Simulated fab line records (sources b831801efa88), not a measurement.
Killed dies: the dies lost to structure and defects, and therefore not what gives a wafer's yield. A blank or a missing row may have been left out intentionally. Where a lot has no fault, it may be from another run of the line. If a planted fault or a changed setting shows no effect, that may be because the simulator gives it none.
Which tool did it? :: flow gf180mcu :: 42 wafers from 14 lots sampled at 5 of the route's 602 steps

== WHAT THE GAUGES READ, wafer by wafer ==
GF_V2_BOW_MEAS_05.
lot: L293
measured: day 19 10:53
on: film_metro-03
V2_BOW (um): 90 104 93

lot: L295
measured: day 20 06:16
on: film_metro-04
V2_BOW (um): 94 103 105

lot: L298
measured: day 21 10:14
on: film_metro-01
V2_BOW (um): 98 101 101

lot: L300
measured: day 22 08:42
on: film_metro-03
V2_BOW (um): 104 113 101

lot: L301
measured: day 22 16:57
on: film_metro-04
V2_BOW (um): 102 106 107

lot: L305
measured: day 23 22:04
on: film_metro-04
V2_BOW (um): 83 90 91

lot: L307
measured: day 24 12:10
on: film_metro-04
V2_BOW (um): 102 96 89

lot: L308
measured: day 25 01:38
on: film_metro-03
V2_BOW (um): 99 107 115

lot: L309
measured: day 25 09:52
on: film_metro-03
V2_BOW (um): 98 103 103

lot: L311
measured: day 25 19:57
on: film_metro-01
V2_BOW (um): 85 80 93

lot: L312
measured: day 26 07:28
on: film_metro-03
V2_BOW (um): 103 106 102

lot: L313
measured: day 26 11:28
on: film_metro-04
V2_BOW (um): 111 104 111

lot: L314
measured: day 26 20:44
on: film_metro-01
V2_BOW (um): 99 101 95

lot: L315
measured: day 27 01:47
on: film_metro-03
V2_BOW (um): 98 86 92

GF_V4_CD_MEAS_14: the cd target is 260 nm.
lot: L293
measured: day 24 14:22
on: cd_sem-02
cd_nm (nm): 260.8 260.4 260.9

lot: L295
measured: day 25 09:19
on: cd_sem-01
cd_nm (nm): 259.2 260.2 256.9

lot: L298
measured: day 26 09:14
on: cd_sem-01
cd_nm (nm): 258.4 258.9 258.2

lot: L300
measured: day 27 05:05
on: cd_sem-01
cd_nm (nm): 260.0 259.5 259.0

lot: L301
measured: day 27 13:07
on: cd_sem-01
cd_nm (nm): 260.2 259.7 259.0

lot: L305
measured: day 28 14:05
on: cd_sem-02
cd_nm (nm): 261.8 260.2 261.1

lot: L307
measured: day 29 01:31
on: cd_sem-02
cd_nm (nm): 261.2 260.2 261.3

lot: L308
measured: day 29 14:25
on: cd_sem-01
cd_nm (nm): 260.2 261.0 261.7

lot: L309
measured: day 29 20:26
on: cd_sem-01
cd_nm (nm): 258.2 256.7 258.7

lot: L311
measured: day 30 05:32
on: cd_sem-01
cd_nm (nm): 260.4 259.2 260.2

lot: L312
measured: day 30 14:53
on: cd_sem-01
cd_nm (nm): 260.2 261.3 260.6

lot: L313
measured: day 30 18:56
on: cd_sem-01
cd_nm (nm): 258.6 257.2 256.3

lot: L314
measured: day 31 03:30
on: cd_sem-01
cd_nm (nm): 260.4 261.2 260.8

lot: L315
measured: day 31 09:38
on: cd_sem-01
cd_nm (nm): 256.5 255.7 256.1

== WHICH TOOL RAN EACH LOT (tool, then ch and the chambers of the sampled wafers, then the start) ==
lot: L293
GF_M1_METAL_ETCH_16: rie_metal-03 ch 0,1, day 17 06:19
GF_M1_STRIP_17: plasma_asher-02 ch 0,1, day 17 06:26
GF_V3_SPUTTER_21: pvd_sputter-02, day 22 14:49

lot: L295
GF_M1_METAL_ETCH_16: rie_metal-02 ch 0,1, day 18 00:30
GF_M1_STRIP_17: plasma_asher-03 ch 1, day 18 00:37
GF_V3_SPUTTER_21: pvd_sputter-01, day 23 10:23

lot: L298
GF_M1_METAL_ETCH_16: rie_metal-03 ch 0,1, day 19 05:11
GF_M1_STRIP_17: plasma_asher-04 ch 0,1, day 19 05:17
GF_V3_SPUTTER_21: pvd_sputter-04, day 24 11:52

lot: L300
GF_M1_METAL_ETCH_16: rie_metal-02 ch 1, day 20 03:24
GF_M1_STRIP_17: plasma_asher-02 ch 0,1, day 20 03:37
GF_V3_SPUTTER_21: pvd_sputter-04, day 25 09:12

lot: L301
GF_M1_METAL_ETCH_16: rie_metal-02 ch 0,1, day 20 12:38
GF_M1_STRIP_17: plasma_asher-03 ch 0,1, day 20 12:44
GF_V3_SPUTTER_21: pvd_sputter-01, day 25 16:46

lot: L305
GF_M1_METAL_ETCH_16: rie_metal-03 ch 0,1, day 21 20:38
GF_M1_STRIP_17: plasma_asher-04 ch 0,1, day 21 20:44
GF_V3_SPUTTER_21: pvd_sputter-01, day 26 19:19

lot: L307
GF_M1_METAL_ETCH_16: rie_metal-04 ch 0,1, day 22 09:05
GF_M1_STRIP_17: plasma_asher-02 ch 0,1, day 22 09:11
GF_V3_SPUTTER_21: pvd_sputter-04, day 27 07:43

lot: L308
GF_M1_METAL_ETCH_16: rie_metal-04 ch 0, day 22 23:15
GF_M1_STRIP_17: plasma_asher-03 ch 0,1, day 22 23:22
GF_V3_SPUTTER_21: pvd_sputter-01, day 27 21:58

lot: L309
GF_M1_METAL_ETCH_16: rie_metal-04 ch 0,1, day 23 08:59
GF_M1_STRIP_17: plasma_asher-03 ch 0,1, day 23 09:05
GF_V3_SPUTTER_21: pvd_sputter-01, day 28 02:55

lot: L311
GF_M1_METAL_ETCH_16: rie_metal-02 ch 0,1, day 23 19:57
GF_M1_STRIP_17: plasma_asher-04 ch 0,1, day 23 20:04
GF_V3_SPUTTER_21: pvd_sputter-04, day 28 12:54

lot: L312
GF_M1_METAL_ETCH_16: rie_metal-02 ch 1, day 24 07:18
GF_M1_STRIP_17: plasma_asher-03 ch 0,1, day 24 07:31
GF_V3_SPUTTER_21: pvd_sputter-04, day 29 00:20

lot: L313
GF_M1_METAL_ETCH_16: rie_metal-02 ch 0,1, day 24 11:52
GF_M1_STRIP_17: plasma_asher-02 ch 0,1, day 24 11:59
GF_V3_SPUTTER_21: pvd_sputter-02, day 29 03:41

lot: L314
GF_M1_METAL_ETCH_16: rie_metal-04 ch 0,1, day 24 22:03
GF_M1_STRIP_17: plasma_asher-04 ch 0,1, day 24 22:10
GF_V3_SPUTTER_21: pvd_sputter-04, day 29 12:45

lot: L315
GF_M1_METAL_ETCH_16: rie_metal-03 ch 0,1, day 25 02:50
GF_M1_STRIP_17: plasma_asher-04 ch 0,1, day 25 02:56
GF_V3_SPUTTER_21: pvd_sputter-01, day 29 17:28
- GF_M1_METAL_ETCH_16: etches the open film in Cl2/BCl3, stops on SiO2, target depth 627.5 nm, time 104.6 s.
- GF_M1_STRIP_17: strips in O2/N2.
- GF_V3_SPUTTER_21: material Ti, target thk 15 nm, time 80.02 s.

== AS READ BY THE TOOLS THEMSELVES (means over the sampled wafers that have a number; for cases with no such wafer, the mark the record gives instead) ==
GF_M1_METAL_ETCH_16.
lot: L293
tool: rie_metal-03
drypump_motor_current_A (A): 5.5
he_backside_leak_sccm (sccm): 3.19
oes_product_au (a.u.): 0.973
rf_fwd_power_W (W): 796.8
throttle_valve_pct (%): 28.249

lot: L295
tool: rie_metal-02
drypump_motor_current_A (A): 5.6
he_backside_leak_sccm (sccm): 3.13
oes_product_au (a.u.): 0.966
rf_fwd_power_W (W): 796.5
throttle_valve_pct (%): 28.244

lot: L298
tool: rie_metal-03
drypump_motor_current_A (A): 5.5
he_backside_leak_sccm (sccm): 3.27
oes_product_au (a.u.): 0.973
rf_fwd_power_W (W): 796.5
throttle_valve_pct (%): 28.245

lot: L300
tool: rie_metal-02
drypump_motor_current_A (A): 6.1
he_backside_leak_sccm (sccm): 3.18
oes_product_au (a.u.): 0.782
rf_fwd_power_W (W): 795.5
throttle_valve_pct (%): 28.458

lot: L301
tool: rie_metal-02
drypump_motor_current_A (A): 5.8
he_backside_leak_sccm (sccm): 3.29
oes_product_au (a.u.): 0.788
rf_fwd_power_W (W): 796.1
throttle_valve_pct (%): 28.449

lot: L305
tool: rie_metal-03
drypump_motor_current_A (A): 5.6
he_backside_leak_sccm (sccm): 3.46
oes_product_au (a.u.): 0.972
rf_fwd_power_W (W): 800.0
throttle_valve_pct (%): 28.240

lot: L307
tool: rie_metal-04
drypump_motor_current_A (A): 5.9
he_backside_leak_sccm (sccm): 3.46
oes_product_au (a.u.): 0.979
rf_fwd_power_W (W): 795.8
throttle_valve_pct (%): 28.236

lot: L308
tool: rie_metal-04
drypump_motor_current_A (A): 5.0
he_backside_leak_sccm (sccm): 3.26
oes_product_au (a.u.): 0.967
rf_fwd_power_W (W): 797.9
throttle_valve_pct (%): 28.249

lot: L309
tool: rie_metal-04
drypump_motor_current_A (A): 5.8
he_backside_leak_sccm (sccm): 3.37
oes_product_au (a.u.): 0.974
rf_fwd_power_W (W): 794.6
throttle_valve_pct (%): 28.252

lot: L311
tool: rie_metal-02
drypump_motor_current_A (A): 5.8
he_backside_leak_sccm (sccm): 3.32
oes_product_au (a.u.): 0.975
rf_fwd_power_W (W): 798.3
throttle_valve_pct (%): 28.237

lot: L312
tool: rie_metal-02
drypump_motor_current_A (A): 6.0
he_backside_leak_sccm (sccm): 3.24
oes_product_au (a.u.): 0.973
rf_fwd_power_W (W): 798.1
throttle_valve_pct (%): 28.242

lot: L313
tool: rie_metal-02
drypump_motor_current_A (A): 5.8
he_backside_leak_sccm (sccm): 3.29
oes_product_au (a.u.): 0.974
rf_fwd_power_W (W): 797.0
throttle_valve_pct (%): 28.250

lot: L314
tool: rie_metal-04
drypump_motor_current_A (A): 5.4
he_backside_leak_sccm (sccm): 3.30
oes_product_au (a.u.): 0.970
rf_fwd_power_W (W): 795.2
throttle_valve_pct (%): 28.249

lot: L315
tool: rie_metal-03
drypump_motor_current_A (A): 5.6
he_backside_leak_sccm (sccm): 3.45
oes_product_au (a.u.): 0.974
rf_fwd_power_W (W): 796.9
throttle_valve_pct (%): 28.249

GF_M1_STRIP_17.
lot: L293
tool: plasma_asher-02
drypump_motor_current_A (A): 6.11
heater_power_w (W): 329
oes_product_au (a.u.): 0.559
strip_time_to_endpoint_s (s): 7.87

lot: L295
tool: plasma_asher-03
drypump_motor_current_A (A): 6.11
heater_power_w (W): 321
oes_product_au (a.u.): 0.563
strip_time_to_endpoint_s (s): 7.92

lot: L298
tool: plasma_asher-04
drypump_motor_current_A (A): 5.51
heater_power_w (W): 309
oes_product_au (a.u.): 0.550
strip_time_to_endpoint_s (s): 7.86

lot: L300
tool: plasma_asher-02
drypump_motor_current_A (A): 6.07
heater_power_w (W): 337
oes_product_au (a.u.): 0.592
strip_time_to_endpoint_s (s): 8.76

lot: L301
tool: plasma_asher-03
drypump_motor_current_A (A): 5.99
heater_power_w (W): 339
oes_product_au (a.u.): 0.591
strip_time_to_endpoint_s (s): 8.69

lot: L305
tool: plasma_asher-04
drypump_motor_current_A (A): 5.64
heater_power_w (W): 296
oes_product_au (a.u.): 0.557
strip_time_to_endpoint_s (s): 7.90

lot: L307
tool: plasma_asher-02
drypump_motor_current_A (A): 6.17
heater_power_w (W): 351
oes_product_au (a.u.): 0.559
strip_time_to_endpoint_s (s): 7.86

lot: L308
tool: plasma_asher-03
drypump_motor_current_A (A): 5.99
heater_power_w (W): 337
oes_product_au (a.u.): 0.559
strip_time_to_endpoint_s (s): 7.90

lot: L309
tool: plasma_asher-03
drypump_motor_current_A (A): 6.03
heater_power_w (W): 337
oes_product_au (a.u.): 0.561
strip_time_to_endpoint_s (s): 7.89

lot: L311
tool: plasma_asher-04
drypump_motor_current_A (A): 5.64
heater_power_w (W): 296
oes_product_au (a.u.): 0.561
strip_time_to_endpoint_s (s): 7.93

lot: L312
tool: plasma_asher-03
drypump_motor_current_A (A): 6.04
heater_power_w (W): 340
oes_product_au (a.u.): 0.558
strip_time_to_endpoint_s (s): 7.86

lot: L313
tool: plasma_asher-02
drypump_motor_current_A (A): 6.19
heater_power_w (W): 351
oes_product_au (a.u.): 0.561
strip_time_to_endpoint_s (s): 7.92

lot: L314
tool: plasma_asher-04
drypump_motor_current_A (A): 5.65
heater_power_w (W): 296
oes_product_au (a.u.): 0.553
strip_time_to_endpoint_s (s): 7.82

lot: L315
tool: plasma_asher-04
drypump_motor_current_A (A): 5.48
heater_power_w (W): 311
oes_product_au (a.u.): 0.556
strip_time_to_endpoint_s (s): 7.87

GF_V3_SPUTTER_21.
lot: L293
tool: pvd_sputter-02
throttle_valve_pct (%): 29.7

lot: L295
tool: pvd_sputter-01
throttle_valve_pct (%): 30.8

lot: L298
tool: pvd_sputter-04
throttle_valve_pct (%): 29.8

lot: L300
tool: pvd_sputter-04
throttle_valve_pct (%): 30.4

lot: L301
tool: pvd_sputter-01
throttle_valve_pct (%): 30.9

lot: L305
tool: pvd_sputter-01
throttle_valve_pct (%): 30.8

lot: L307
tool: pvd_sputter-04
throttle_valve_pct (%): 30.5

lot: L308
tool: pvd_sputter-01
throttle_valve_pct (%): 30.9

lot: L309
tool: pvd_sputter-01
throttle_valve_pct (%): 30.9

lot: L311
tool: pvd_sputter-04
throttle_valve_pct (%): 29.6

lot: L312
tool: pvd_sputter-04
throttle_valve_pct (%): 30.4

lot: L313
tool: pvd_sputter-02
throttle_valve_pct (%): 29.4

lot: L314
tool: pvd_sputter-04
throttle_valve_pct (%): 29.9

lot: L315
tool: pvd_sputter-01
throttle_valve_pct (%): 31.1

== THE ANSWER, worked out from the rows above alone ==
Rule: what is usual is taken from the lots themselves. Put in order of their means at a reading, lots are off if they are a third of the lots or fewer, leave a main group of 4 or more, and stand apart from it by a gap of 3 or more times the standard deviation of the main group's means; of several such gaps the widest counts. A main group whose means are all the same, to the digits that the tables above print for the reading, isn't used. A lot without any number at a reading at which 4 lots or more have one is off too. The other lots that the step has rows for count as sound. First the gauges in route order, then the tools' own readings, where a lot's mean is used as printed above. The first step at which some lot is off is used, and at that step the reading that is off furthest; a lot without a number counts as furthest.
Off: L300, L301 (GF_M1_METAL_ETCH_16, oes_product_au). For the main group the mean is 0.972 a.u. and the standard deviation 0.0034.
If a tool, at that step or one of the process steps before it, ran each lot that is off and ran no sound lot following the first of them, it fits. Not one of the candidates tried fits.

== WHAT WAS PUT IN BY THE SIMULATOR ==
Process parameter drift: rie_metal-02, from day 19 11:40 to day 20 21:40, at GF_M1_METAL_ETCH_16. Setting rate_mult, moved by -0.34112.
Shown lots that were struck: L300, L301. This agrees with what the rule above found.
